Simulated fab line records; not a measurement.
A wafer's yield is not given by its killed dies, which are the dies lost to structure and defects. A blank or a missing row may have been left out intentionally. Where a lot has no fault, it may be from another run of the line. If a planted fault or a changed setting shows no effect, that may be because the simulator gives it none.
Which tool was responsible? ; flow gf180mcu ; 24 lots, 72 wafers sampled, at 3 steps of a route of 602

WHAT THE GAUGES SHOWED, per wafer
GF_MVSD_OVL_MEAS_07.
lot;measured;on;MVSD_OVL (nm)
L074;day 4 09:37;overlay-01;0.0 -2.9 -0.6
L075;day 4 19:41;overlay-01;2.9 3.3 1.9
L076;day 4 22:12;overlay-02;-1.7 -2.1 -0.9
L077;day 5 02:24;overlay-01;3.1 0.0 0.6
L078;day 5 07:22;overlay-02;-0.4 -0.2 -0.5
L079;day 5 15:39;overlay-02;1.4 0.7 -0.3
L080;day 5 20:30;overlay-01;0.5 1.8 -0.6
L081;day 6 01:03;overlay-02;2.1 1.6 2.3
L082;day 6 07:27;overlay-01;0.4 1.5 1.0
L083;day 6 15:35;overlay-02;-0.3 1.3 2.1
L084;day 6 21:20;overlay-01;0.7 -0.4 -0.1
L085;day 7 02:54;overlay-01;0.6 -0.1 1.8
L086;day 7 06:31;overlay-01;-0.7 2.1 -1.4
L087;day 7 19:43;overlay-02;-1.4 -0.5 -0.8
L088;day 7 23:12;overlay-01;1.4 -0.7 0.8
L089;day 8 03:38;overlay-01;-0.8 -0.6 0.6
L090;day 8 09:06;overlay-02;-2.0 -1.6 -1.8
L091;day 8 14:16;overlay-02;-0.5 -1.4 -1.1
L092;day 9 01:50;overlay-02;3.1 1.8 1.8
L093;day 9 01:57;overlay-01;1.4 0.1 0.4
L094;day 9 11:51;overlay-02;0.2 -0.5 -1.0
L095;day 9 14:37;overlay-01;0.2 0.0 -1.9
L096;day 9 17:37;overlay-01;2.5 2.5 1.9
L097;day 9 23:11;overlay-02;-2.0 0.3 -0.2

GF_HV_LDD_OVL_MEAS_32.
lot;measured;on;HV_LDD_02_OVL (nm)
L074;day 11 07:58;overlay-02;0.5 -0.1 2.2
L075;day 11 21:58;overlay-01;0.4 -0.6 -1.2
L076;day 12 03:47;overlay-02;-1.5 -0.1 -1.0
L077;day 12 07:11;overlay-02;-1.2 -2.2 -1.5
L078;day 12 14:10;overlay-02;0.8 1.1 0.7
L079;day 13 06:05;overlay-02;-1.4 -1.7 -1.8
L080;day 13 08:52;overlay-01;-0.9 -0.8 -1.0
L081;day 13 15:55;overlay-02;-1.5 0.2 -1.0
L082;day 14 01:05;overlay-02;-0.8 1.8 -0.2
L083;day 14 10:25;overlay-01;0.0 0.6 -0.4
L084;day 14 19:28;overlay-01;1.0 0.9 2.1
L085;day 15 04:50;overlay-02;-2.2 -1.1 -2.4
L086;day 15 07:05;overlay-02;-0.5 -1.7 -0.4
L087;day 15 23:28;overlay-02;-1.6 -2.3 -1.8
L088;day 16 09:05;overlay-02;0.5 0.9 1.0
L089;day 16 14:17;overlay-02;-0.2 0.4 -0.5
L090;day 16 21:59;overlay-01;-0.6 0.3 -1.9
L091;day 17 04:49;overlay-01;0.0 3.2 0.5
L092;day 17 19:13;overlay-02;0.5 0.6 1.4
L093;day 17 22:57;overlay-01;1.5 1.2 2.0
L094;day 18 09:35;overlay-02;-2.5 -2.6 -0.5
L095;day 18 14:50;overlay-02;-1.0 -1.6 -0.9
L096;day 18 16:50;overlay-02;1.6 1.5 0.8
L097;day 19 01:48;overlay-01;1.0 0.5 1.2

WHICH TOOL RAN EACH LOT (tool, then ch and the chambers of the sampled wafers, then the start)
lot;GF_MVPSD_STRIP_10
L074;plasma_asher-02 ch 0,1, day 4 23:53
L075;plasma_asher-02 ch 0, day 5 09:58
L076;plasma_asher-02 ch 1, day 5 12:31
L077;plasma_asher-01 ch 0,1, day 5 16:52
L078;plasma_asher-03 ch 0,1, day 5 21:43
L079;plasma_asher-03 ch 0,1, day 6 06:23
L080;plasma_asher-02 ch 0,1, day 6 11:58
L081;plasma_asher-03 ch 0,1, day 6 16:16
L082;plasma_asher-02 ch 0,1, day 6 23:17
L083;plasma_asher-03 ch 0,1, day 7 07:13
L084;plasma_asher-02 ch 0,1, day 7 13:19
L085;plasma_asher-02 ch 0,1, day 7 19:16
L086;plasma_asher-03 ch 0,1, day 7 22:40
L087;plasma_asher-01 ch 0, day 8 12:28
L088;plasma_asher-01 ch 0,1, day 8 16:07
L089;plasma_asher-03 ch 1, day 8 20:34
L090;plasma_asher-02 ch 0,1, day 9 02:31
L091;plasma_asher-02 ch 0,1, day 9 07:49
L092;plasma_asher-03 ch 0,1, day 9 19:07
L093;plasma_asher-03 ch 0,1, day 9 19:56
L094;plasma_asher-02 ch 0,1, day 10 06:04
L095;plasma_asher-03 ch 0,1, day 10 09:17
L096;plasma_asher-01 ch 0,1, day 10 12:07
L097;plasma_asher-02 ch 0,1, day 10 17:55
- GF_MVPSD_STRIP_10: strips in O2/N2.

WHAT THE TOOLS THEMSELVES READ (means of the sampled wafers that have a number; where no wafer has one, the mark that the record gives instead)
GF_MVPSD_STRIP_10.
lot;tool;drypump_motor_current_A (A);heater_power_w (W);oes_product_au (a.u.);strip_time_to_endpoint_s (s)
L074;plasma_asher-02;6.1;347;0.720;36.95
L075;plasma_asher-02;6.2;361;0.727;36.88
L076;plasma_asher-02;5.8;314;0.720;37.02
L077;plasma_asher-01;5.5;343;0.720;36.94
L078;plasma_asher-03;5.5;307;0.721;36.88
L079;plasma_asher-03;5.8;333;0.723;37.01
L080;plasma_asher-02;6.0;337;0.723;36.98
L081;plasma_asher-03;5.5;308;0.721;36.98
L082;plasma_asher-02;5.9;331;0.719;36.90
L083;plasma_asher-03;5.5;308;0.719;36.90
L084;plasma_asher-02;6.1;346;0.722;36.86
L085;plasma_asher-02;6.1;345;0.723;36.97
L086;plasma_asher-03;5.8;323;0.720;36.92
L087;plasma_asher-01;4.9;358;0.726;36.99
L088;plasma_asher-01;5.5;343;0.719;36.91
L089;plasma_asher-03;6.2;352;0.723;37.00
L090;plasma_asher-02;6.0;333;0.727;36.77
L091;plasma_asher-02;6.0;337;0.722;37.01
L092;plasma_asher-03;5.8;324;0.726;36.91
L093;plasma_asher-03;5.8;327;0.717;36.99
L094;plasma_asher-02;6.0;330;0.721;37.06
L095;plasma_asher-03;5.5;299;0.725;36.95
L096;plasma_asher-01;5.2;357;0.723;36.95
L097;plasma_asher-02;6.0;335;0.723;36.99

THE ANSWER, worked out from the rows above alone
Rule: the usual values come from the lots themselves. The widest of any qualifying gaps counts: lots, ordered by their means at a reading, are off when they make up no more than a third of the lots, leave a main group of 4 or more, and stand apart from it by 3 or more times the standard deviation of that group's means. If all means in a main group match to the digits the tables above print for the reading, that group is not used. A lot without any number at a reading at which 4 lots or more have one is off too. Any other lot the step has rows for is counted as sound. After the gauges, taken in route order, come the tools' own readings; for these a lot's mean is taken, as printed above. The first step at which some lot is off is used, and at that step the reading that is off furthest; a lot without a number counts as furthest.
No lot is off on any of the readings shown, so nothing can be concluded from this.

WHAT THE SIMULATOR PUT IN
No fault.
